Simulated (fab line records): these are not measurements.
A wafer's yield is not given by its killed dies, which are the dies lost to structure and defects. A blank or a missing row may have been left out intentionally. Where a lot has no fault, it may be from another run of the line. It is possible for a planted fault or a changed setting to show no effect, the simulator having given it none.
Which tool is to blame?    flow sky130    11 lots, 33 wafers sampled, at 5 steps of a route of 708

## WHAT EACH GAUGE READ, for each wafer
The record holds no reading of a measuring or inspecting step that can be judged against a usual standard deviation.

## WHICH TOOL RAN EACH LOT (tool, then ch and the chambers of the sampled wafers, then the start)
lot   SKY_VIA4_CMP_21                SKY_PASSIVATION_CVD_00           SKY_PASSIVATION_ETCH_11             SKY_PAD_OPEN_ETCH_07                SKY_PAD_OPEN_PROBE_99
L882  cmp-02 ch 0,2,3, day 43 05:18  pecvd-01 ch 1,2, day 44 04:28    rie-diel-01 ch 1,2,3, day 45 02:35  rie-diel-02 ch 1,2,3, day 45 23:57  -
L885  cmp-01 ch 0,1,3, day 44 02:52  pecvd-02 ch 2, day 45 02:11      rie-diel-03 ch 0,2,3, day 45 23:40  rie-diel-02 ch 0,3, day 46 20:05    -
L887  cmp-01 ch 0,1, day 44 18:58    pecvd-03 ch 0,1,2, day 45 18:00  rie-diel-01 ch 0,1,3, day 46 14:16  rie-diel-02 ch 0,1,3, day 47 09:39  -
L891  cmp-02 ch 1,2,3, day 45 17:49  pecvd-01 ch 0,2, day 46 15:37    rie-diel-02 ch 2,3, day 47 11:43    rie-diel-04 ch 0,1,3, day 48 06:05  prober-01, day 48 08:37
L893  cmp-02 ch 0,2, day 46 05:38    pecvd-03 ch 0,1, day 47 02:49    rie-diel-01 ch 0,1, day 47 22:16    rie-diel-02 ch 1,2,3, day 48 16:56  -
L898  cmp-02 ch 1,2,3, day 47 12:01  pecvd-02 ch 0,1,2, day 48 08:29  rie-diel-03 ch 0,2, day 49 02:19    rie-diel-04 ch 0,2,3, day 49 18:55  prober-02, day 49 21:17
L899  cmp-01 ch 0,2,3, day 47 20:55  pecvd-03 ch 0,1, day 48 17:08    rie-diel-03 ch 0,1,3, day 49 10:58  rie-diel-02 ch 1,2, day 50 02:58    prober-01, day 50 05:29
L900  cmp-01 ch 0,1, day 48 01:34    pecvd-02 ch 0,1,2, day 48 20:37  rie-diel-01 ch 0,2,3, day 49 13:34  rie-diel-02 ch 0,2,3, day 50 05:26  prober-02, day 50 08:00
L901  cmp-01 ch 1,2, day 48 04:34    pecvd-03 ch 0,1, day 49 00:17    rie-diel-02 ch 1,2,3, day 49 16:34  rie-diel-02 ch 0,1,2, day 50 09:02  -
L902  cmp-01 ch 0,2,3, day 48 07:44  pecvd-01 ch 0,1,2, day 49 02:41  rie-diel-02 ch 0,1,2, day 49 19:55  rie-diel-04 ch 0,3, day 50 12:13    -
L903  cmp-01 ch 0,1,3, day 48 09:29  pecvd-03 ch 0,1, day 49 04:06    rie-diel-01 ch 0,1,3, day 49 20:37  rie-diel-01 ch 0,1,3, day 50 12:47  prober-01, day 50 15:10
- SKY_VIA4_CMP_21: polishes, stops on SiO2, t overpolish 25 s, target thk 0 nm.
- SKY_PASSIVATION_CVD_00: deposits SiO2, target thk 90 nm.
- SKY_PASSIVATION_ETCH_11: etches the open film in CF4/O2, stops on AlCu, target depth 725 nm, time 161.1 s.
- SKY_PAD_OPEN_ETCH_07: etches the open film in CF4/O2, stops on AlCu, target depth 725 nm, time 161.1 s.
- SKY_PAD_OPEN_PROBE_99

## WHAT THE TOOLS THEMSELVES READ (means of the sampled wafers that have a number; where no wafer has one, the mark that the record gives instead)
SKY_VIA4_CMP_21. Usual: motor-current-A 11.5 A, standard deviation 1.1; overpolish-run-s 25.001 s, standard deviation 0.0095; slurry-filter-dp-kPa 13.49 kPa, standard deviation 0.13; time-to-endpoint-s 124 s, standard deviation 4.1.
lot   tool    motor-current-A (A)  overpolish-run-s (s)  slurry-filter-dp-kPa (kPa)  time-to-endpoint-s (s)  flag
L882  cmp-02  12.6                 24.991                13.49                       124                     
L885  cmp-01  10.6                 25.007                13.46                       123                     
L887  cmp-01  11.1                 25.001                13.37                       121                     
L891  cmp-02  12.6                 25.003                13.47                       124                     
L893  cmp-02  12.0                 25.005                13.48                       120                     
L898  cmp-02  12.9                 24.997                13.45                       125                     
L899  cmp-01  10.3                 25.004                13.52                       124                     
L900  cmp-01  10.9                 25.000                13.48                       122                     
L901  cmp-01  10.5                 25.007                13.51                       123                     
L902  cmp-01  10.3                 25.004                13.63                       124                     
L903  cmp-01  10.9                 25.013                13.35                       121                     

SKY_PASSIVATION_CVD_00. Usual: heater-power-w 651 W, standard deviation 62; rf-fwd-power-W 589 W, standard deviation 3.5.
lot   tool      heater-power-w (W)  rf-fwd-power-W (W)  flag
L882  pecvd-01  667                 586                 
L885  pecvd-02  622                 594                 
L887  pecvd-03  621                 589                 
L891  pecvd-01  651                 590                 
L893  pecvd-03  684                 589                 
L898  pecvd-02  643                 590                 
L899  pecvd-03  576                 591                 
L900  pecvd-02  664                 591                 
L901  pecvd-03  690                 589                 
L902  pecvd-01  656                 586                 
L903  pecvd-03  702                 589                 

SKY_PASSIVATION_ETCH_11. Usual: bias-w 150.1 W, standard deviation 0.46; chamber-pressure-mTorr 149.98 mTorr, standard deviation 0.15; drypump-motor-current-A 5.8 A, standard deviation 0.5; oes-product-au 0.978 a.u., standard deviation 0.0063; rf-fwd-power-W 796.9 W, standard deviation 2.5; throttle-valve-pct 5.964 %, standard deviation 0.0097.
lot   tool         bias-w (W)  chamber-pressure-mTorr (mTorr)  drypump-motor-current-A (A)  oes-product-au (a.u.)  rf-fwd-power-W (W)  throttle-valve-pct (%)  flag
L882  rie-diel-01  150.1       149.86                          5.7                          0.981                  798.5               5.966                   
L885  rie-diel-03  150.0       150.05                          5.5                          0.972                  792.9               5.963                   
L887  rie-diel-01  149.7       149.96                          5.5                          0.981                  796.9               5.968                   
L891  rie-diel-02  150.3       150.03                          6.5                          0.983                  793.7               5.969                   
L893  rie-diel-01  149.5       150.07                          5.6                          0.976                  800.4               5.967                   
L898  rie-diel-03  150.2       149.98                          5.8                          0.970                  796.3               5.969                   
L899  rie-diel-03  150.2       149.93                          5.3                          0.979                  795.3               5.970                   
L900  rie-diel-01  150.1       149.94                          5.4                          0.983                  797.4               5.969                   
L901  rie-diel-02  150.1       150.04                          6.3                          0.978                  796.3               5.963                   
L902  rie-diel-02  150.2       149.93                          6.2                          0.982                  796.4               5.963                   
L903  rie-diel-01  150.3       149.88                          5.5                          0.975                  798.3               5.971                   

SKY_PAD_OPEN_ETCH_07. Usual: bias-w 150.0 W, standard deviation 0.44; chamber-pressure-mTorr 150.01 mTorr, standard deviation 0.14; drypump-motor-current-A 6.0 A, standard deviation 0.42; oes-product-au 0.979 a.u., standard deviation 0.0068; rf-fwd-power-W 796.7 W, standard deviation 2.4; throttle-valve-pct 5.965 %, standard deviation 0.0089.
lot   tool         bias-w (W)  chamber-pressure-mTorr (mTorr)  drypump-motor-current-A (A)  oes-product-au (a.u.)  rf-fwd-power-W (W)  throttle-valve-pct (%)  flag
L882  rie-diel-02  149.9       149.98                          6.3                          0.980                  794.7               5.957                   
L885  rie-diel-02  150.2       150.01                          6.2                          0.976                  796.0               5.969                   
L887  rie-diel-02  149.5       149.91                          6.1                          0.985                  797.7               5.967                   
L891  rie-diel-04  149.9       149.95                          6.0                          0.978                  795.5               5.964                   
L893  rie-diel-02  150.5       149.90                          6.3                          0.979                  794.7               5.959                   
L898  rie-diel-04  149.6       149.88                          5.8                          0.977                  796.5               5.969                   
L899  rie-diel-02  162.1       149.97                          6.4                          0.982                  797.5               5.966                   OFF
L900  rie-diel-02  162.1       150.07                          6.4                          0.981                  798.0               5.966                   OFF
L901  rie-diel-02  161.6       149.97                          6.2                          0.986                  795.5               5.956                   OFF
L902  rie-diel-04  149.8       150.12                          5.9                          0.983                  795.5               5.969                   
L903  rie-diel-01  149.6       150.06                          5.5                          0.976                  796.5               5.967                   

SKY_PAD_OPEN_PROBE_99. Usual: defect-limited-yield 82.7 %, standard deviation 1.8; killed_at_M0_to_M3 43, standard deviation 6.8; killed_at_M4_up 3.2, standard deviation 1.8; killed-at-contacts 24, standard deviation 5.2; killed-at-front-end 15, standard deviation 4.2; killed-at-other 0.4, standard deviation 0.62; killed-dies 85, standard deviation 8.7; killed-open 46, standard deviation 6.7; killed-short 39, standard deviation 5.9; sort_bin_3_pad_short 0.9 %, standard deviation 0.41; sort_bin_5_function 10.2 %, standard deviation 1.5; sort_bin_6_memory 6.3 %, standard deviation 1.1; sort-n-pass 407, standard deviation 8.7; sort-yield-pct 82.7 %, standard deviation 1.8.
lot   tool       defect-limited-yield (%)  killed_at_M0_to_M3  killed_at_M4_up  killed-at-contacts  killed-at-front-end  killed-at-other  killed-dies  killed-open  killed-short  sort_bin_3_pad_short (%)  sort_bin_5_function (%)  sort_bin_6_memory (%)  sort-n-pass  sort-yield-pct (%)  flag
L891  prober-01  82.1                      41                  2.3              27                  17                   0.0              88           49           38            1.1                       10.2                     6.6                    404          82.1                
L898  prober-02  82.0                      35                  4.0              31                  17                   1.0              88           45           42            1.1                       10.3                     6.6                    404          82.0                
L899  prober-01  82.0                      45                  3.7              25                  14                   0.3              89           47           41            0.5                       10.0                     7.4                    403          82.0                
L900  prober-02  82.9                      42                  3.0              24                  15                   0.3              84           42           42            1.6                       11.1                     4.4                    408          82.9                
L903  prober-01  82.5                      48                  3.3              19                  15                   0.3              86           52           34            1.0                       9.7                      6.8                    406          82.5                

## THE ANSWER, worked out from the rows above alone
Rule: take the mean of a lot's wafers that have a number; if it is more than 3 standard deviations from the usual mean, the lot is off. Also off: a lot with no number at a reading for which 4 or more lots have one. Where the step has rows for the other lots, those lots are counted as sound. First the gauges in route order, then the tools' own readings, where a lot's mean is used as printed above. At the first step where some lot is off, the reading lying furthest off is the one used; lots without a number count as furthest.
Off: L899, L900, L901, at SKY_PAD_OPEN_ETCH_07 (bias-w).
A tool fits if, at that step or a process step before it, it ran every lot that is off, and no sound lot after the first of them. One fits: rie-diel-02 at SKY_PAD_OPEN_ETCH_07. Its last sound lot is L893 (day 48 16:56), its first lot that is off L899 (day 50 02:58): a fault that began between those two fits.
On the lots that are off, the tool's own readings at SKY_PAD_OPEN_ETCH_07 differ by more than 5 times the standard deviation of the sound lots' means, which bears it out; bias-w reads 161.9 W there versus 149.9 W on the sound lots.

## WHAT THE SIMULATOR HAD INSERTED
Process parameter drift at SKY_PAD_OPEN_ETCH_07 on rie-diel-02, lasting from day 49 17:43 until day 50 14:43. A move of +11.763 in setting bias-w, from 150. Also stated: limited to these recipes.
Lots struck among those shown: L899, L900, L901. The rule given above showed the same thing.
